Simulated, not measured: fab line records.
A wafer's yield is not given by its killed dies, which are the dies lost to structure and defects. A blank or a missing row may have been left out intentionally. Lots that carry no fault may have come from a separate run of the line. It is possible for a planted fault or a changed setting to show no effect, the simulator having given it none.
Comparing a struck lot with a sound one ; flow gf180mcu ; 15 out of 602 route steps
Sound: wafers L453.1, L453.5, L453.6. Struck: wafers L464.2, L464.3. (L464.1 of the same lot was not struck and is left out.) The cause comes at the end.
For every step that has rows: the tool of each side, followed by ch and its chambers, followed by its first start. Under that, the readings that differ: sound wafers ; struck wafers ; difference of the means ; sigmas: that difference in standard deviations of wafers without a fault.
alike: words and numbers the same on both sides, and readings whose means are apart by under 2 such deviations; not compared: readings that were withheld, readings missing a value for some wafer, numbers with overlapping values and no deviation given by the record, and bounds like >300 which may hide the same value.
The two part at a step that has a row with sigmas, a row that says differs or no value, or rows on one side only. When numbers do not overlap yet have no deviation, they are printed without sigmas and do not part them. A reading that every wafer of one side lacks parts them only if that side has two wafers or more.

first, 3 steps without rows for these wafers: GF_V1_EXPOSE_11 (exposes mask Via1, target cd 260 nm); GF_V1_PEB_12 (peb time 90 s); GF_V1_DEVELOP_13 (develop time 60 s).
GF_V1_CD_MEAS_14: the cd target is 260 nm.
  sound on cdSem-02, day 18 09:10; struck on cdSem-02, day 22 11:11
  alike: cdNm
GF_V1_OVL_MEAS_15:
  sound on overlay-02, day 18 09:17; struck on overlay-02, day 22 11:19
  alike: V1_OVL
GF_V1_ETCH_16: etches BARC in N2/H2.
  sound on rieDiel-03 ch 0,3, day 18 09:19; struck on rieDiel-04 ch 1,2, day 22 11:20
  alike: chamberPressureMTorr, drypumpMotorCurrentA, n2FlowSccm, oesProductAu, throttleValvePct
GF_V1_ETCH_17: etches SiO2 in C4F8/O2/Ar, stops on TiN, target depth 630 nm.
  sound on rieDiel-03 ch 0,3; struck on rieDiel-04 ch 1,2
  alike: chamberPressureMTorr, oesProductAu
GF_V1_STRIP_18: strips in O2/N2.
  sound on plasmaAsher-01 ch 0,1, day 18 09:27; struck on plasmaAsher-01 ch 1, day 22 11:28
  alike: chamberPressureMTorr, drypumpMotorCurrentA, heaterPowerW, n2FlowSccm, oesProductAu
  not compared: rfHoursCounterH
then, 2 steps without rows for these wafers: GF_V1_STRIP_19 (strips in post etch residue remover, time 1200 s); GF_V1_CLEAN_20 (cleans in DIW).
GF_V1_SPUTTER_21: material Ti, target thk 15 nm, time 80.02 s.
  sound on pvdSputter-03, day 18 09:59; struck on pvdSputter-03, day 22 12:01
  alike: throttleValvePct
GF_V1_SPUTTER_22: material TiN, target thk 10 nm, time 40 s.
  sound on pvdSputter-03, day 18 10:02; struck on pvdSputter-03, day 22 12:04
  alike: throttleValvePct
GF_V1_CVD_23: deposits W, target thk 350 nm, time 105.05 s.
  sound on cvdW-01 ch 0,1, day 18 10:05; struck on cvdW-01 ch 1, day 22 12:07
reading;sound;struck;difference;sigmas
chamberPressureTorr (Torr);39.96 39.93 40.04;41.16 41.09;+1.15;+11
  alike: heaterPowerOuterW, heaterPowerW
GF_V1_RS_MEAS_24: the measuring method here is four-point-probe.
  sound on filmMetro-01, day 18 10:11; struck on filmMetro-01, day 22 12:13
  alike: V1_W_RS
GF_PASSIVATION_PROBE_99:
  the record has rows for the sound wafers here (prober-01, day 29 08:32) and none for the struck ones

== WHERE THEY PART ==
Earliest at GF_V1_CVD_23; latest, in this record, at GF_PASSIVATION_PROBE_99.

WHY: what the simulator had put in
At GF_V1_CVD_23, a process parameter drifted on cvdW-01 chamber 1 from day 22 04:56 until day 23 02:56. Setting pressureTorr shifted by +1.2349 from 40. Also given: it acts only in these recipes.
